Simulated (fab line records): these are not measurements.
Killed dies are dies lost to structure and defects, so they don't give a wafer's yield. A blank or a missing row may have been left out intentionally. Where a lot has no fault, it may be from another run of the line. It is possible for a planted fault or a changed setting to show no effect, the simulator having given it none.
fab line records	flow sky130
[record] lots = 24	wafers = 72	lastDay = 50
route steps=708 shown METAL1@438 METAL2@484 VIA2@508 METAL3@533
lots that met no fault: taken from a fault-free run of the same line
startH: hours from the record's opening day to when the first of the lot's shown wafers began	waitH: hours from the lot's prior step to this one	" repeats the value in the row above	L1.1+2: one row covering several wafers at once	- no value, or no start given	* or withheld: withheld	< > ~ a bound
route shown NAME@n: NAME is a module with steps in the file, n the number in the route of the first one	usual: mean and standard deviation over wafers with no fault	same: alike in all rows	chamber/n: place in a boat	sites: the reading at each site	_std_site: the values' standard deviation	_edge_site: outer sites' mean less inner sites'	radiusMm: how far each site lies from the wafer's centre	mask NAME#n: copy n	behind: the most recent tool/chamber to have shaped the wafer	hold: why the lot was held/for how many hours/how that ended	device: the transistor (n, p or np) that didn't switch	end of line: the route-end tests of the same wafers	a step given without rows: its recipe and nothing more	killed: at the first sort, the dies lost to defects and structure; wafer yield is something else	map: per-die view of a wafer (x killed, . not killed, _ where there is no die)
set.NAME: the setting that was run; set.NAME@STEP: the one run at that earlier step	model.NAME: the simulator's own value behind a step, which no gauge read
route steps across a sampled set of lots; one table per step, one row per wafer
services: from which hour (startH, from the record's first day; less than 0 if before it) a tool's chamber was out of use, for how many hours, and why
[[steps]]
[step SKY_METAL1_SPUTTER_04]
[recipe] material = TiN	targetThkNm = 70	powerW = 6500	timeS = 58.3	chamberPressurePa = 0.4
[usual] chamberPressurePa = 0.4000/0.00095	throttleValvePct = 30.3/1
lot.wafer	tool	chamber	startH	waitH	chamberPressurePa	throttleValvePct
L074.2	pvdSputter-03	-	734.59	0.0	0.3991	30.4
L074.5	"	-	"	"	0.4003	30.3
L074.6	"	-	"	"	0.4009	30.0
L075.2	pvdSputter-01	-	743.14	0.0	0.4010	28.7
L075.3	"	-	"	"	0.3987	31.2
L075.6	"	-	"	"	0.4006	28.7
L076.1	pvdSputter-01	-	774.99	0.0	0.3993	28.4
L076.3	"	-	"	"	0.4009	29.1
L076.6	"	-	"	"	0.3997	31.2
L077.2	pvdSputter-01	-	779.16	0.0	0.4005	29.9
L077.4	"	-	"	"	0.4002	28.7
L077.5	"	-	"	"	0.3996	31.1
L079.1	pvdSputter-02	-	779.83	0.0	0.4005	31.3
L079.2	"	-	"	"	0.4005	29.6
L079.4	"	-	"	"	0.3991	30.4
L080.1	pvdSputter-01	-	781.06	0.0	0.4005	29.2
L080.2	"	-	"	"	0.3995	31.3
L080.5	"	-	"	"	0.3996	31.2
L078.1	pvdSputter-02	-	781.85	0.0	0.3983	29.7
L078.2	"	-	"	"	0.4005	31.3
L078.4	"	-	"	"	0.4000	31.5
L081.1	pvdSputter-02	-	785.47	0.0	0.4008	30.7
L081.3	"	-	"	"	0.3992	31.1
L081.4	"	-	"	"	0.3994	31.8
L082.1	pvdSputter-01	-	797.01	0.0	0.4006	28.8
L082.5	"	-	"	"	0.4009	28.4
L082.6	"	-	"	"	0.3994	29.8
L083.2	pvdSputter-01	-	807.33	0.0	0.4012	28.8
L083.5	"	-	"	"	0.4003	31.3
L083.6	"	-	"	"	0.4007	28.7
L085.4	pvdSputter-01	-	819.25	0.0	0.4004	31.2
L085.5	"	-	"	"	0.3991	28.8
L085.6	"	-	"	"	0.4000	29.9
L084.1	pvdSputter-02	-	820.11	0.0	0.4003	31.6
L084.4	"	-	"	"	0.3991	29.4
L084.5	"	-	"	"	0.4001	30.7
L086.1	pvdSputter-02	-	831.89	0.0	0.3998	31.7
L086.3	"	-	"	"	0.4003	30.7
L086.4	"	-	"	"	0.4006	29.4
L089.2	pvdSputter-03	-	862.92	0.0	0.3995	29.9
L089.3	"	-	"	"	0.3998	30.5
L089.4	"	-	"	"	0.3985	30.3
L087.1	pvdSputter-01	-	863.84	0.0	0.3999	28.5
L087.3	"	-	"	"	0.4007	29.2
L087.4	"	-	"	"	0.4010	31.5
L088.3	pvdSputter-03	-	864.14	0.0	0.3992	30.5
L088.4	"	-	"	"	0.4007	30.4
L088.5	"	-	"	"	0.3991	30.4
L090.2	pvdSputter-02	-	866.96	0.0	0.3996	29.8
L090.3	"	-	"	"	0.3989	31.7
L090.4	"	-	"	"	0.4008	30.6
L091.4	pvdSputter-01	-	870.03	0.0	0.4000	31.3
L091.5	"	-	"	"	0.3998	29.1
L091.6	"	-	"	"	0.4000	31.1
L092.3	pvdSputter-02	-	873.87	0.0	0.3994	30.7
L092.4	"	-	"	"	0.4001	31.3
L092.6	"	-	"	"	0.4000	30.7
L093.3	pvdSputter-03	-	876.62	0.0	0.3992	30.4
L093.4	"	-	"	"	0.3992	29.6
L093.5	"	-	"	"	0.3991	29.9
L094.2	pvdSputter-01	-	886.75	0.0	0.4003	31.0
L094.3	"	-	"	"	0.4008	28.7
L094.6	"	-	"	"	0.3981	29.1
L095.2	pvdSputter-03	-	895.38	0.0	0.3997	30.5
L095.3	"	-	"	"	0.4002	29.8
L095.6	"	-	"	"	0.3987	30.4
L096.4	pvdSputter-03	-	899.02	0.0	0.4002	30.8
L096.5	"	-	"	"	0.4010	30.3
L096.6	"	-	"	"	0.4010	32.0
L097.1	pvdSputter-01	-	905.25	0.0	0.4000	31.2
L097.3	"	-	"	"	0.4012	28.4
L097.4	"	-	"	"	0.4003	29.7
[step SKY_METAL1_THK_MEAS_06]
[recipe] thkMeasGauge = xrf	reads = AlCu_of_METAL1_SPUTTER_02
[usual] METAL1_ALCU_THK = 247/3
lot.wafer	tool	chamber	startH	waitH	METAL1_ALCU_THK[nm]
L074.2	filmMetro-01	-	734.77	0.1	245
L074.5	"	-	"	"	244
L074.6	"	-	"	"	244
L075.2	filmMetro-03	-	743.32	0.1	246
L075.3	"	-	"	"	245
L075.6	"	-	"	"	245
L076.1	filmMetro-04	-	775.16	0.1	247
L076.3	"	-	"	"	246
L076.6	"	-	"	"	244
L077.2	filmMetro-01	-	779.33	0.1	244
L077.4	"	-	"	"	245
L077.5	"	-	"	"	244
L079.1	filmMetro-01	-	780.00	0.1	250
L079.2	"	-	"	"	249
L079.4	"	-	"	"	249
L080.1	filmMetro-03	-	781.22	0.1	243
L080.2	"	-	"	"	245
L080.5	"	-	"	"	241
L078.1	filmMetro-04	-	782.02	0.1	247
L078.2	"	-	"	"	248
L078.4	"	-	"	"	248
L081.1	filmMetro-04	-	785.64	0.1	252
L081.3	"	-	"	"	251
L081.4	"	-	"	"	250
L082.1	filmMetro-04	-	797.18	0.1	248
L082.5	"	-	"	"	248
L082.6	"	-	"	"	247
L083.2	filmMetro-01	-	807.51	0.1	245
L083.5	"	-	"	"	245
L083.6	"	-	"	"	244
L085.4	filmMetro-01	-	819.42	0.1	245
L085.5	"	-	"	"	249
L085.6	"	-	"	"	248
L084.1	filmMetro-04	-	820.28	0.1	246
L084.4	"	-	"	"	248
L084.5	"	-	"	"	249
L086.1	filmMetro-04	-	832.06	0.1	248
L086.3	"	-	"	"	253
L086.4	"	-	"	"	248
L089.2	filmMetro-03	-	863.10	0.1	245
L089.3	"	-	"	"	244
L089.4	"	-	"	"	245
L087.1	filmMetro-01	-	864.01	0.1	248
L087.3	"	-	"	"	248
L087.4	"	-	"	"	246
L088.3	filmMetro-03	-	864.33	0.1	245
L088.4	"	-	"	"	246
L088.5	"	-	"	"	247
L090.2	filmMetro-04	-	867.14	0.1	252
L090.3	"	-	"	"	250
L090.4	"	-	"	"	254
L091.4	filmMetro-01	-	870.23	0.1	241
L091.5	"	-	"	"	244
L091.6	"	-	"	"	242
L092.3	filmMetro-04	-	874.05	0.1	251
L092.4	"	-	"	"	253
L092.6	"	-	"	"	254
L093.3	filmMetro-01	-	876.81	0.1	248
L093.4	"	-	"	"	245
L093.5	"	-	"	"	247
L094.2	filmMetro-04	-	886.93	0.1	251
L094.3	"	-	"	"	250
L094.6	"	-	"	"	250
L095.2	filmMetro-04	-	895.56	0.1	245
L095.3	"	-	"	"	244
L095.6	"	-	"	"	242
L096.4	filmMetro-04	-	899.22	0.1	245
L096.5	"	-	"	"	249
L096.6	"	-	"	"	247
L097.1	filmMetro-03	-	905.41	0.1	247
L097.3	"	-	"	"	246
L097.4	"	-	"	"	249
[step SKY_METAL1_METAL_ETCH_19]
[recipe] targetDepthA = 3600	stopOn = SiO2	overEtchFrac = 0.3	timeS = 78	chemistry = Cl2/BCl3	resistSidewallDeg = 88	pressureMtorr = 10	icpW = 900	biasW = 48.5	Cl2_flow_sccm = 60	bcl3FlowSccm = 30
[usual] drypumpMotorCurrentA = 5.6/0.54	oesProductAu = 0.855/0.0059	rfFwdPowerW = 891/3.4	throttleValvePct = 22.263/0.0098
lot.wafer	tool	chamber	startH	waitH	drypumpMotorCurrentA	oesProductAu	rfFwdPowerW	rfHoursCounterH	throttleValvePct
L074.2	rieMetal-04	0	762.47	0.0	5.1	0.858	889	6	22.248
L074.5	"	0	"	"	5.1	0.851	892	-	22.269
L074.6	"	1	"	"	5.0	0.856	893	-	22.271
L075.2	rieMetal-01	1	770.17	0.0	6.2	0.854	889	3	22.264
L075.3	"	1	"	"	6.2	0.856	889	-	22.266
L075.6	"	1	"	"	6.2	0.849	888	-	22.250
L076.1	rieMetal-02	0	802.42	0.0	5.8	0.854	895	17	22.261
L076.3	"	1	"	"	6.1	0.859	888	-	22.266
L076.6	"	1	"	"	6.1	0.846	893	-	22.272
L077.2	rieMetal-04	0	805.74	0.0	5.1	0.844	893	8	22.267
L077.4	"	0	"	"	5.2	0.845	889	-	22.264
L077.5	"	1	"	"	4.9	0.852	894	-	22.242
L079.1	rieMetal-01	1	808.16	0.1	6.2	0.858	890	4	22.256
L079.2	"	1	"	"	6.2	0.868	892	-	22.262
L079.4	"	1	"	"	6.2	0.860	896	-	22.262
L078.1	rieMetal-04	1	809.20	0.1	5.0	0.856	896	7	22.258
L078.2	"	0	"	"	5.1	0.864	890	8	22.267
L078.4	"	0	"	"	5.1	0.855	890	-	22.277
L080.1	rieMetal-02	1	809.24	0.1	6.1	0.859	890	7	22.277
L080.2	"	1	"	"	6.1	0.855	888	-	22.252
L080.5	"	1	"	"	6.1	0.852	891	-	22.253
L081.1	rieMetal-01	1	813.37	0.1	6.2	0.857	889	5	22.256
L081.3	"	1	"	"	6.2	0.854	890	-	22.252
L081.4	"	1	"	"	6.2	0.855	893	-	22.253
L082.1	rieMetal-02	1	824.99	0.1	6.1	0.853	887	8	22.270
L082.5	"	1	"	"	6.1	0.853	889	-	22.260
L082.6	"	1	"	"	6.1	0.855	884	-	22.265
L083.2	rieMetal-02	1	834.04	0.1	6.1	0.844	885	-	22.251
L083.5	"	1	"	"	6.1	0.861	889	-	22.257
L083.6	"	1	"	"	6.1	0.866	891	-	22.253
L085.4	rieMetal-02	1	846.02	0.1	6.1	0.850	891	-	22.264
L085.5	"	1	"	"	6.1	0.862	889	-	22.259
L085.6	"	0	"	"	5.8	0.858	893	-	22.241
L084.1	rieMetal-01	1	846.86	0.0	6.2	0.854	890	6	22.263
L084.4	"	0	"	"	5.1	0.863	894	-	22.254
L084.5	"	1	"	"	6.2	0.867	890	-	22.254
L086.1	rieMetal-04	0	858.41	0.0	5.1	0.859	893	9	22.260
L086.3	"	1	"	"	4.9	0.866	895	-	22.260
L086.4	"	0	"	"	5.1	0.849	892	-	22.273
L089.2	rieMetal-04	0	889.17	0.0	5.1	0.852	888	11	22.256
L089.3	"	0	"	"	5.2	0.863	887	-	22.267
L089.4	"	1	"	"	5.0	0.857	893	-	22.264
L087.1	rieMetal-01	0	890.32	0.0	5.1	0.856	891	2	22.255
L087.3	"	1	"	"	6.2	0.855	889	-	22.258
L087.4	"	0	"	"	5.1	0.853	895	-	22.254
L088.3	rieMetal-02	0	890.77	0.1	5.8	0.852	892	-	22.273
L088.4	"	1	"	"	6.1	0.853	892	-	22.251
L088.5	"	1	"	"	6.1	0.854	889	-	22.266
L090.2	rieMetal-04	1	893.29	0.0	5.0	0.860	890	10	22.271
L090.3	"	1	"	"	5.0	0.855	890	-	22.251
L090.4	"	0	"	"	5.1	0.866	886	-	22.283
L091.4	rieMetal-01	0	896.30	0.1	5.1	0.846	897	-	22.283
L091.5	"	0	"	"	5.0	0.853	896	-	22.258
L091.6	"	1	"	"	6.2	0.845	890	-	22.257
L092.3	rieMetal-01	0	899.69	0.1	5.1	0.858	895	-	22.273
L092.4	"	1	"	"	6.2	0.860	891	-	22.255
L092.6	"	0	"	"	5.0	0.855	889	-	22.268
L093.3	rieMetal-04	1	902.12	0.1	5.0	0.854	888	-	22.255
L093.4	"	0	"	"	5.1	0.845	893	-	22.271
L093.5	"	1	"	"	4.9	0.850	894	-	22.266
L094.2	rieMetal-02	0	911.96	0.0	5.8	0.862	899	3	22.269
L094.3	"	1	"	"	6.1	0.858	886	-	22.269
L094.6	"	0	"	"	5.8	0.855	896	-	22.289
L095.2	rieMetal-04	0	920.62	0.0	5.2	0.853	890	12	22.263
L095.3	"	1	"	"	5.0	0.845	896	-	22.271
L095.6	"	1	"	"	5.0	0.853	890	-	22.267
L096.4	rieMetal-01	0	924.04	0.1	5.1	0.852	893	-	22.257
L096.5	"	1	"	"	6.2	0.855	893	-	22.270
L096.6	"	0	"	"	5.1	0.859	895	-	22.280
L097.1	rieMetal-04	0	928.47	0.0	5.2	0.866	890	13	22.259
L097.3	"	0	"	"	5.1	0.854	885	-	22.265
L097.4	"	1	"	"	4.9	0.860	888	-	22.270
[step SKY_METAL2_SPUTTER_01]
[recipe] material = TiN	targetThkNm = 20	powerW = 6500	timeS = 16.7	chamberPressurePa = 0.4
[usual] chamberPressurePa = 0.4000/0.00089	throttleValvePct = 30.2/0.96
lot.wafer	tool	chamber	startH	waitH	chamberPressurePa	throttleValvePct
L074.2	pvdSputter-04	-	792.09	0.0	0.4010	29.2
L074.5	"	-	"	"	0.4005	29.5
L074.6	"	-	"	"	0.4005	29.0
L075.2	pvdSputter-02	-	799.38	0.0	0.4016	30.3
L075.3	"	-	"	"	0.4002	31.7
L075.6	"	-	"	"	0.4002	31.4
L076.1	pvdSputter-04	-	832.02	0.0	0.4007	28.9
L076.3	"	-	"	"	0.4004	29.4
L076.6	"	-	"	"	0.4009	29.0
L077.2	pvdSputter-01	-	834.79	0.0	0.4008	31.2
L077.4	"	-	"	"	0.4002	29.1
L077.5	"	-	"	"	0.4017	29.8
L079.1	pvdSputter-02	-	836.98	0.0	0.3994	30.8
L079.2	"	-	"	"	0.3991	31.2
L079.4	"	-	"	"	0.4013	31.4
L078.1	pvdSputter-01	-	837.37	0.0	0.4009	28.9
L078.2	"	-	"	"	0.4002	29.8
L078.4	"	-	"	"	0.4003	31.3
L080.1	pvdSputter-02	-	838.68	0.0	0.3998	29.8
L080.2	"	-	"	"	0.4000	31.2
L080.5	"	-	"	"	0.3999	31.5
L081.1	pvdSputter-01	-	843.28	0.0	0.3999	28.8
L081.3	"	-	"	"	0.3986	31.5
L081.4	"	-	"	"	0.3993	28.9
L082.1	pvdSputter-01	-	858.10	0.0	0.4009	29.8
L082.5	"	-	"	"	0.4003	29.3
L082.6	"	-	"	"	0.3998	31.4
L083.2	pvdSputter-02	-	862.55	0.0	0.3983	31.1
L083.5	"	-	"	"	0.4005	30.3
L083.6	"	-	"	"	0.3995	31.1
L085.4	pvdSputter-04	-	874.14	0.0	0.4010	30.1
L085.5	"	-	"	"	0.3996	30.1
L085.6	"	-	"	"	0.4001	29.9
L084.1	pvdSputter-02	-	875.40	0.0	0.4000	30.7
L084.4	"	-	"	"	0.3986	31.7
L084.5	"	-	"	"	0.3998	29.5
L086.1	pvdSputter-01	-	887.89	0.0	0.3997	31.2
L086.3	"	-	"	"	0.3987	30.0
L086.4	"	-	"	"	0.3990	28.5
L089.2	pvdSputter-02	-	919.00	0.0	0.3994	29.8
L089.3	"	-	"	"	0.4003	31.8
L089.4	"	-	"	"	0.4000	29.7
L087.1	pvdSputter-04	-	919.60	0.0	0.3994	29.3
L087.3	"	-	"	"	0.4010	30.4
L087.4	"	-	"	"	0.3997	29.5
L088.3	pvdSputter-02	-	919.90	0.0	0.3982	29.5
L088.4	"	-	"	"	0.3998	31.5
L088.5	"	-	"	"	0.4005	31.1
L090.2	pvdSputter-02	-	921.21	0.0	0.4003	29.4
L090.3	"	-	"	"	0.4004	31.2
L090.4	"	-	"	"	0.4008	29.3
L091.4	pvdSputter-02	-	923.23	0.0	0.4008	31.0
L091.5	"	-	"	"	0.4019	29.6
L091.6	"	-	"	"	0.4006	31.4
L092.3	pvdSputter-02	-	926.27	0.0	0.4009	30.7
L092.4	"	-	"	"	0.4006	31.3
L092.6	"	-	"	"	0.3994	30.7
L093.3	pvdSputter-04	-	927.85	0.0	0.4001	29.1
L093.4	"	-	"	"	0.4008	29.8
L093.5	"	-	"	"	0.3999	29.1
L094.2	pvdSputter-01	-	943.18	0.0	0.3988	29.0
L094.3	"	-	"	"	0.3991	28.9
L094.6	"	-	"	"	0.3992	30.9
L095.2	pvdSputter-04	-	947.93	0.0	0.3994	29.0
L095.3	"	-	"	"	0.3991	29.6
L095.6	"	-	"	"	0.4001	30.3
L096.4	pvdSputter-01	-	951.69	0.0	0.4017	29.0
L096.5	"	-	"	"	0.4005	29.1
L096.6	"	-	"	"	0.4005	29.8
L097.1	pvdSputter-04	-	954.88	0.0	0.4014	30.2
L097.3	"	-	"	"	0.4009	29.8
L097.4	"	-	"	"	0.4005	29.4
[step SKY_VIA2_THK_MEAS_01]
[recipe] reads = SiO2_of_VIA2_HDPCVD_00
[usual] VIA2_HDPCVD_THK = 1185/10
lot.wafer	tool	chamber	startH	waitH	VIA2_HDPCVD_THK[nm]
L074.2	filmMetro-02	-	820.60	0.1	1188
L074.5	"	-	"	"	1181
L074.6	"	-	"	"	1188
L075.2	filmMetro-01	-	828.17	0.1	1201
L075.3	"	-	"	"	1214
L075.6	"	-	"	"	1196
L076.1	filmMetro-02	-	859.19	0.1	1215
L076.3	"	-	"	"	1203
L076.6	"	-	"	"	1208
L077.2	filmMetro-04	-	861.27	0.1	1184
L077.4	"	-	"	"	1179
L077.5	"	-	"	"	1170
L079.1	filmMetro-04	-	864.07	0.1	1186
L079.2	"	-	"	"	1189
L079.4	"	-	"	"	1190
L078.1	filmMetro-04	-	864.71	0.1	1184
L078.2	"	-	"	"	1178
L078.4	"	-	"	"	1167
L080.1	filmMetro-02	-	865.06	0.1	1177
L080.2	"	-	"	"	1190
L080.5	"	-	"	"	1173
L081.1	filmMetro-04	-	870.65	0.1	1195
L081.3	"	-	"	"	1180
L081.4	"	-	"	"	1177
L082.1	filmMetro-04	-	885.39	0.1	1199
L082.5	"	-	"	"	1196
L082.6	"	-	"	"	1183
L083.2	filmMetro-02	-	889.74	0.1	1200
L083.5	"	-	"	"	1199
L083.6	"	-	"	"	1202
L085.4	filmMetro-04	-	900.93	0.0	1198
L085.5	"	-	"	"	1192
L085.6	"	-	"	"	1185
L084.1	filmMetro-01	-	901.96	0.1	1171
L084.4	"	-	"	"	1188
L084.5	"	-	"	"	1181
L086.1	filmMetro-02	-	914.32	0.1	1170
L086.3	"	-	"	"	1191
L086.4	"	-	"	"	1163
L089.2	filmMetro-04	-	944.49	0.1	1189
L089.3	"	-	"	"	1173
L089.4	"	-	"	"	1180
L087.1	filmMetro-04	-	945.53	0.1	1176
L087.3	"	-	"	"	1184
L087.4	"	-	"	"	1187
L088.3	filmMetro-02	-	945.84	0.1	1201
L088.4	"	-	"	"	1180
L088.5	"	-	"	"	1195
L090.2	filmMetro-04	-	947.48	0.1	1183
L090.3	"	-	"	"	1173
L090.4	"	-	"	"	1182
L091.4	filmMetro-04	-	948.94	0.0	1182
L091.5	"	-	"	"	1199
L091.6	"	-	"	"	1183
L092.3	filmMetro-02	-	951.39	0.1	1199
L092.4	"	-	"	"	1199
L092.6	"	-	"	"	1202
L093.3	filmMetro-01	-	953.70	0.1	1179
L093.4	"	-	"	"	1195
L093.5	"	-	"	"	1184
L094.2	filmMetro-02	-	968.34	0.1	1193
L094.3	"	-	"	"	1192
L094.6	"	-	"	"	1191
L095.2	filmMetro-01	-	973.98	0.1	1174
L095.3	"	-	"	"	1166
L095.6	"	-	"	"	1178
L096.4	filmMetro-01	-	977.46	0.0	1168
L096.5	"	-	"	"	1184
L096.6	"	-	"	"	1175
L097.1	filmMetro-04	-	980.51	0.1	1186
L097.3	"	-	"	"	1192
L097.4	"	-	"	"	1184
[step SKY_METAL3_SPUTTER_01]
[recipe] material = TiN	targetThkNm = 20	powerW = 6500	timeS = 16.7	chamberPressurePa = 0.4
[usual] chamberPressurePa = 0.3998/0.00088	throttleValvePct = 30.4/0.99
lot.wafer	tool	chamber	startH	waitH	chamberPressurePa	throttleValvePct
L074.2	pvdSputter-02	-	848.63	0.0	0.4008	30.6
L074.5	"	-	"	"	0.3999	30.6
L074.6	"	-	"	"	0.4004	31.3
L075.2	pvdSputter-03	-	859.00	0.0	0.3992	30.5
L075.3	"	-	"	"	0.4000	30.5
L075.6	"	-	"	"	0.4011	30.2
L076.1	pvdSputter-02	-	887.31	0.0	0.3995	31.5
L076.3	"	-	"	"	0.3977	29.6
L076.6	"	-	"	"	0.3993	31.4
L077.2	pvdSputter-01	-	889.43	0.0	0.3987	28.8
L077.4	"	-	"	"	0.3993	29.0
L077.5	"	-	"	"	0.4010	30.1
L079.1	pvdSputter-01	-	892.43	0.0	0.4009	30.1
L079.2	"	-	"	"	0.4006	29.1
L079.4	"	-	"	"	0.4001	28.5
L078.1	pvdSputter-01	-	893.08	0.0	0.3993	30.0
L078.2	"	-	"	"	0.4009	29.0
L078.4	"	-	"	"	0.4000	28.9
L080.1	pvdSputter-01	-	893.50	0.0	0.4002	29.8
L080.2	"	-	"	"	0.3993	31.4
L080.5	"	-	"	"	0.3997	28.7
L081.1	pvdSputter-03	-	898.00	0.0	0.3995	29.8
L081.3	"	-	"	"	0.4004	31.8
L081.4	"	-	"	"	0.3991	30.5
L082.1	pvdSputter-03	-	916.90	0.0	0.3996	30.6
L082.5	"	-	"	"	0.4002	30.4
L082.6	"	-	"	"	0.3998	29.9
L083.2	pvdSputter-01	-	918.70	0.0	0.3984	31.1
L083.5	"	-	"	"	0.3990	31.2
L083.6	"	-	"	"	0.4001	28.8
L085.4	pvdSputter-01	-	926.57	0.0	0.3988	28.9
L085.5	"	-	"	"	0.3987	28.3
L085.6	"	-	"	"	0.4003	31.1
L084.1	pvdSputter-02	-	926.99	0.0	0.4004	31.3
L084.4	"	-	"	"	0.4002	30.9
L084.5	"	-	"	"	0.4005	31.1
L086.1	pvdSputter-02	-	943.30	0.0	0.3993	29.5
L086.3	"	-	"	"	0.4004	30.5
L086.4	"	-	"	"	0.3988	31.6
L089.2	pvdSputter-02	-	970.97	0.0	0.3986	30.6
L089.3	"	-	"	"	0.4013	31.2
L089.4	"	-	"	"	0.3969	31.9
L087.1	pvdSputter-01	-	972.39	0.0	0.3987	30.1
L087.3	"	-	"	"	0.4004	29.2
L087.4	"	-	"	"	0.3992	29.1
L088.3	pvdSputter-03	-	972.55	0.0	0.3989	30.2
L088.4	"	-	"	"	0.4014	32.2
L088.5	"	-	"	"	0.4001	32.0
L090.2	pvdSputter-03	-	974.05	0.0	0.4004	29.9
L090.3	"	-	"	"	0.4002	30.5
L090.4	"	-	"	"	0.4013	30.4
L091.4	pvdSputter-02	-	975.80	0.0	0.4001	30.6
L091.5	"	-	"	"	0.3994	30.9
L091.6	"	-	"	"	0.3990	30.8
L092.3	pvdSputter-01	-	978.57	0.0	0.4000	31.3
L092.4	"	-	"	"	0.4013	28.8
L092.6	"	-	"	"	0.3986	28.7
L093.3	pvdSputter-03	-	980.01	0.0	0.3995	29.8
L093.4	"	-	"	"	0.3992	32.2
L093.5	"	-	"	"	0.3990	30.4
L094.2	pvdSputter-03	-	993.44	0.0	0.3999	30.5
L094.3	"	-	"	"	0.4004	30.1
L094.6	"	-	"	"	0.3987	32.2
L095.2	pvdSputter-03	-	998.25	0.0	0.4000	30.7
L095.3	"	-	"	"	0.3994	30.2
L095.6	"	-	"	"	0.4018	32.1
L096.4	pvdSputter-03	-	1002.74	0.0	0.3996	29.8
L096.5	"	-	"	"	0.3991	30.8
L096.6	"	-	"	"	0.3984	31.9
L097.1	pvdSputter-03	-	1004.94	0.0	0.4004	30.5
L097.3	"	-	"	"	0.3987	30.3
L097.4	"	-	"	"	0.4001	32.4
[[services]]
tool	chamber	startH	hours	kind
pvdSputter-01	-	718.13	2.9	repair
pvdSputter-02	-	720.74	1.2	repair
rieMetal-04	1	735.94	2.8	repair
rieMetal-04	-	754.63	1.4	pm
pvdSputter-02	-	781.98	1.3	repair
rieMetal-01	-	794.38	2.8	pm
rieMetal-04	0	812.80	5.4	repair
pvdSputter-01	1	817.39	-	consumableReplace:kit
pvdSputter-01	1	817.39	18.0	scheduledDown
pvdSputter-01	1	817.39	18.0	ventCycle
rieMetal-01	1	839.60	2.5	repair
rieMetal-02	-	871.54	0.9	repair
rieMetal-04	-	873.23	0.8	repair
rieMetal-04	0	905.00	5.9	repair
pvdSputter-04	-	905.74	6.3	repair
pvdSputter-02	-	905.93	6.7	repair
pvdSputter-02	-	907.84	5.2	repair
rieMetal-02	1	913.28	1.5	repair
pvdSputter-02	-	914.69	4.2	repair
rieMetal-01	-	946.25	0.2	repair
pvdSputter-01	-	946.54	2.2	repair
rieMetal-02	-	954.83	0.8	repair
rieMetal-01	0	970.40	2.9	repair
pvdSputter-02	-	980.54	13.6	repair
[[key]]
fault none
